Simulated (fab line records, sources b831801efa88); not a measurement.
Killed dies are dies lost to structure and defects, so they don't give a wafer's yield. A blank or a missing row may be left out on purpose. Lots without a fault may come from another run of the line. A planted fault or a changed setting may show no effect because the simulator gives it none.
Which tool did it? | flow gf180mcu | 24 lots, 72 wafers sampled, at 4 steps of a route of 602

WHAT THE GAUGES READ, wafer by wafer
GF_CONTACT_THK_MEAS_03.
lot  | measured     | on            | CONTACT_CVD_02_THK (nm)
L074 | day 15 07:25 | film_metro-03 | 846 862 868
L075 | day 15 12:00 | film_metro-01 | 852 852 866
L076 | day 15 19:32 | film_metro-03 | 854 856 869
L077 | day 16 08:06 | film_metro-03 | 863 862 861
L078 | day 16 14:05 | film_metro-01 | 865 863 857
L079 | day 16 22:46 | film_metro-03 | 862 873 877
L080 | day 17 05:28 | film_metro-01 | 839 859 871
L081 | day 17 14:44 | film_metro-01 | 851 842 863
L082 | day 18 01:22 | film_metro-01 | 862 857 877
L083 | day 18 15:14 | film_metro-02 | 855 853 859
L084 | day 18 20:11 | film_metro-01 | 871 880 887
L085 | day 19 08:07 | film_metro-03 | 855 841 863
L086 | day 19 12:59 | film_metro-03 | 875 881 868
L087 | day 19 23:02 | film_metro-02 | 858 864 879
L088 | day 20 04:09 | film_metro-01 | 870 873 882
L089 | day 20 12:12 | film_metro-03 | 874 855 875
L090 | day 20 20:25 | film_metro-02 | 872 872 879
L091 | day 21 11:08 | film_metro-03 | 855 859 860
L092 | day 21 14:09 | film_metro-02 | 852 853 861
L093 | day 22 02:17 | film_metro-03 | 850 865 871
L094 | day 22 07:42 | film_metro-01 | 860 868 872
L095 | day 22 16:21 | film_metro-02 | 848 856 851
L096 | day 22 20:34 | film_metro-03 | 867 857 868
L097 | day 23 10:16 | film_metro-02 | 858 862 869

GF_V3_RS_MEAS_24: measures by four-point-probe.
lot  | measured     | on            | V3_W_RS (ohm/sq)
L074 | day 22 13:17 | film_metro-02 | 0.327 0.325 0.326
L075 | day 22 18:44 | film_metro-02 | 0.325 0.322 0.323
L076 | day 23 03:16 | film_metro-01 | 0.325 0.325 0.327
L077 | day 23 15:13 | film_metro-01 | 0.329 0.329 0.328
L078 | day 23 22:01 | film_metro-04 | 0.319 0.320 0.322
L079 | day 24 07:25 | film_metro-01 | 0.328 0.326 0.331
L080 | day 24 12:43 | film_metro-02 | 0.324 0.323 0.323
L081 | day 24 22:22 | film_metro-04 | 0.331 0.329 0.328
L082 | day 25 07:30 | film_metro-04 | 0.323 0.323 0.325
L083 | day 25 19:43 | film_metro-01 | 0.323 0.323 0.324
L084 | day 25 23:27 | film_metro-01 | 0.330 0.331 0.331
L085 | day 26 11:10 | film_metro-02 | 0.327 0.327 0.326
L086 | day 26 15:07 | film_metro-01 | 0.322 0.325 0.327
L087 | day 26 21:57 | film_metro-02 | 0.332 0.329 0.330
L088 | day 27 03:05 | film_metro-01 | 0.326 0.326 0.326
L089 | day 27 11:07 | film_metro-01 | 0.330 0.332 0.330
L090 | day 27 16:52 | film_metro-01 | 0.325 0.322 0.329
L091 | day 28 05:59 | film_metro-04 | 0.327 0.326 0.328
L092 | day 28 08:39 | film_metro-02 | 0.327 0.324 0.330
L093 | day 28 18:50 | film_metro-04 | 0.331 0.326 0.325
L094 | day 29 00:07 | film_metro-02 | 0.325 0.328 0.328
L095 | day 29 05:05 | film_metro-02 | 0.327 0.334 0.327
L096 | day 29 09:20 | film_metro-04 | 0.323 0.326 0.324
L097 | day 29 23:10 | film_metro-02 | 0.324 0.323 0.324

WHICH TOOL RAN EACH LOT (tool, then ch and the chambers of the sampled wafers, then the start)
lot  | GF_CONTACT_CVD_02               | GF_M1_SPUTTER_01
L074 | pecvd-03 ch 0,1, day 15 07:20   | pvd_sputter-04, day 16 07:20
L075 | pecvd-01 ch 0,1,2, day 15 11:56 | pvd_sputter-04, day 16 11:14
L076 | pecvd-01 ch 1,2, day 15 19:28   | pvd_sputter-04, day 16 19:15
L077 | pecvd-01 ch 1,2, day 16 08:02   | pvd_sputter-04, day 17 08:40
L078 | pecvd-03 ch 0,1, day 16 14:00   | pvd_sputter-04, day 17 14:43
L079 | pecvd-01 ch 1,2, day 16 22:41   | pvd_sputter-04, day 18 00:04
L080 | pecvd-02 ch 0,1,2, day 17 05:23 | pvd_sputter-02, day 18 06:45
L081 | pecvd-02 ch 1,2, day 17 14:40   | pvd_sputter-04, day 18 15:59
L082 | pecvd-03 ch 1,2, day 18 01:18   | pvd_sputter-04, day 19 03:15
L083 | pecvd-03 ch 0,1,2, day 18 15:10 | pvd_sputter-03, day 19 17:13
L084 | pecvd-02 ch 1,2, day 18 20:07   | pvd_sputter-04, day 19 22:08
L085 | pecvd-01 ch 0,2, day 19 08:02   | pvd_sputter-02, day 20 10:23
L086 | pecvd-03 ch 0,1,2, day 19 12:56 | pvd_sputter-03, day 20 15:01
L087 | pecvd-01 ch 0,1,2, day 19 22:58 | pvd_sputter-03, day 21 00:58
L088 | pecvd-02 ch 0,1,2, day 20 04:05 | pvd_sputter-02, day 21 05:46
L089 | pecvd-03 ch 0,1,2, day 20 12:08 | pvd_sputter-04, day 21 13:26
L090 | pecvd-02 ch 0,1,2, day 20 20:21 | pvd_sputter-02, day 21 21:42
L091 | pecvd-03 ch 0,2, day 21 11:04   | pvd_sputter-03, day 22 12:52
L092 | pecvd-01 ch 0,1,2, day 21 14:04 | pvd_sputter-04, day 22 15:23
L093 | pecvd-03 ch 0,1,2, day 22 02:13 | pvd_sputter-04, day 23 03:00
L094 | pecvd-02 ch 0,2, day 22 07:38   | pvd_sputter-03, day 23 08:31
L095 | pecvd-02 ch 0,1,2, day 22 16:17 | pvd_sputter-02, day 23 17:20
L096 | pecvd-02 ch 0,2, day 22 20:29   | pvd_sputter-04, day 23 20:26
L097 | pecvd-03 ch 0,1,2, day 23 10:11 | pvd_sputter-03, day 24 10:47
- GF_CONTACT_CVD_02: deposits SiO2 from TEOS, target thk 860 nm, time 95.992 s.
- GF_M1_SPUTTER_01: material TiN, target thk 30 nm, time 25 s.

WHAT THE TOOLS THEMSELVES READ (means of the sampled wafers that have a number; where no wafer has one, the mark that the record gives instead)
GF_CONTACT_CVD_02.
lot  | tool     | heater_power_w (W)
L074 | pecvd-03 | 730
L075 | pecvd-01 | 567
L076 | pecvd-01 | 699
L077 | pecvd-01 | 693
L078 | pecvd-03 | 745
L079 | pecvd-01 | 713
L080 | pecvd-02 | 735
L081 | pecvd-02 | 671
L082 | pecvd-03 | 727
L083 | pecvd-03 | 735
L084 | pecvd-02 | 753
L085 | pecvd-01 | 624
L086 | pecvd-03 | 760
L087 | pecvd-01 | 612
L088 | pecvd-02 | 775
L089 | pecvd-03 | 733
L090 | pecvd-02 | 734
L091 | pecvd-03 | 757
L092 | pecvd-01 | 660
L093 | pecvd-03 | 685
L094 | pecvd-02 | 795
L095 | pecvd-02 | 640
L096 | pecvd-02 | 816
L097 | pecvd-03 | 717

GF_M1_SPUTTER_01.
lot  | tool           | throttle_valve_pct (%)
L074 | pvd_sputter-04 | 29.3
L075 | pvd_sputter-04 | 29.7
L076 | pvd_sputter-04 | 29.6
L077 | pvd_sputter-04 | 29.4
L078 | pvd_sputter-04 | 29.8
L079 | pvd_sputter-04 | 29.7
L080 | pvd_sputter-02 | 29.7
L081 | pvd_sputter-04 | 29.9
L082 | pvd_sputter-04 | 29.5
L083 | pvd_sputter-03 | 28.8
L084 | pvd_sputter-04 | 29.4
L085 | pvd_sputter-02 | 29.6
L086 | pvd_sputter-03 | 29.9
L087 | pvd_sputter-03 | 29.4
L088 | pvd_sputter-02 | 30.2
L089 | pvd_sputter-04 | 29.5
L090 | pvd_sputter-02 | 29.8
L091 | pvd_sputter-03 | 31.2
L092 | pvd_sputter-04 | 30.1
L093 | pvd_sputter-04 | 29.1
L094 | pvd_sputter-03 | 30.7
L095 | pvd_sputter-02 | 29.8
L096 | pvd_sputter-04 | 29.9
L097 | pvd_sputter-03 | 29.5

THE ANSWER, worked out from the rows above alone
Rule: what is usual is taken from the lots themselves. Put in order of their means at a reading, lots are off if they are a third of the lots or fewer, leave a main group of 4 or more, and stand apart from it by a gap of 3 or more times the standard deviation of the main group's means; of several such gaps the widest counts. A main group whose means are all the same, to the digits that the tables above print for the reading, isn't used. A lot without any number at a reading at which 4 lots or more have one is off too. The other lots that the step has rows for count as sound. The gauges are gone through in route order, then the tools' own readings, and for those a lot's mean is taken as printed above. The first step at which some lot is off is used, and at that step the reading that is off furthest; a lot without a number counts as furthest.
No lot is off at any reading shown: from this, nothing can be told.

WHAT THE SIMULATOR HAD PUT IN
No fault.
